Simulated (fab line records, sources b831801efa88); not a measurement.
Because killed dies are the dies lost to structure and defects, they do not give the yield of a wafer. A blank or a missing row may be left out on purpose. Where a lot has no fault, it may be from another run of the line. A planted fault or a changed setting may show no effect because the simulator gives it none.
Struck lot and sound lot, side by side | flow sky130 | 15 out of 708 route steps
Sound: wafers L478.4, L478.5, L478.6. Struck: wafers L467.2, L467.6. (L467.4 of the same lot was not struck and is left out.) The cause comes at the end.
At each step with rows: each side's tool, then ch and its chambers, then its first start. Under that, the readings that differ: sound wafers | struck wafers | difference of the means | sigmas: that difference in standard deviations of wafers without a fault.
alike: readings whose means differ by less than 2 such deviations, and words and numbers that are the same on both sides. not compared: withheld readings, readings that some wafer has no value for, bounds like >300 that may hide the same value, and numbers for which the record gives no deviation and whose values overlap.
The two part at a step that has a row with sigmas, a row that says differs or no value, or rows on one side only. Numbers that have no deviation but don't overlap get no sigmas and don't part them. A reading that every wafer of one side lacks parts them only if that side has two wafers or more.

first, 1 step without rows for these wafers: SKY_SONOS_TUNNEL_STRIP_11 (strips in SPM, time 600 s).
SKY_SONOS_TUNNEL_TW_MEAS_12:
  sound on film-metro-02 at day 16 09:13; struck on film-metro-03 at day 12 18:39
  alike: SONOS_TUNNEL_TW
then, 2 steps without rows for these wafers: SKY_SONOS_TUNNEL_CLEAN_13 (cleans in dHF, time 20 s); SKY_SONOS_ONO_OXIDATION_00 (stabilise 600 s, purge 300 s, target thk 2.6 nm).
SKY_SONOS_ONO_THK_MEAS_01:
  sound on film-metro-04 at day 16 11:18; struck on film-metro-04 at day 12 20:04
  alike: SONOS_ONO_OXIDATION_THK
then, 1 step without rows for these wafers: SKY_SONOS_ONO_CVD_02 (deposits Si3N4 from DCS/NH3, target thk 10.5 nm, time 180 s).
SKY_SONOS_ONO_THK_MEAS_03:
  sound on film-metro-03 at day 16 12:25; struck on film-metro-03 at day 13 04:58
  reading                   | sound             | struck      | difference | sigmas
  SONOS_ONO_CVD_02_THK (nm) | 10.29 10.22 10.26 | 10.74 10.75 | +0.49      | +3
then, 1 step without rows for these wafers: SKY_SONOS_ONO_CVD_04 (deposits SiO2 from SiH4/N2O, target thk 5.7199 nm).
SKY_SONOS_ONO_THK_MEAS_05:
  sound on film-metro-04 at day 16 13:43; struck on film-metro-04 at day 13 06:17
  alike: SONOS_ONO_CVD_04_THK
then, 3 steps without rows for these wafers: SKY_SONOS_ONO_DEHYDRATE_06 (time 60 s); SKY_SONOS_ONO_HMDS_07 (prime time 60 s); SKY_SONOS_ONO_COAT_08 (resist thk 1140 nm).
SKY_SONOS_ONO_SOFTBAKE_09: time 60 s.
  sound on litho-track-02 ch 0, day 17 03:29; struck on litho-track-03 ch 0, day 13 19:16
  reading                  | sound             | struck      | difference | sigmas
  heater-power-total-W (W) | 56.64 56.56 56.56 | 59.54 59.38 | +2.87      | +67
  run-length-s (s)         | 89.5 89.6 89.4    | 80.4 80.1   | -9.2       | -27
then, 1 step without rows for these wafers: SKY_SONOS_ONO_EXPOSE_10 (exposes mask ONOM, target cd 410 nm).
-- record jumps: 34 days separate the struck wafers' starts on either side; left off in module SONOS_ONO, taken up again in module PAD_OPEN, whose first shown step is the route's number 708 --
SKY_PAD_OPEN_PROBE_99:
  rows exist in the record for the struck wafers here (prober-02, day 47 19:51), but not for the sound ones

== WHERE THEY PART ==
Earliest at SKY_SONOS_ONO_THK_MEAS_03; latest, in this record, at SKY_PAD_OPEN_PROBE_99.

WHY: what had been put in by the simulator
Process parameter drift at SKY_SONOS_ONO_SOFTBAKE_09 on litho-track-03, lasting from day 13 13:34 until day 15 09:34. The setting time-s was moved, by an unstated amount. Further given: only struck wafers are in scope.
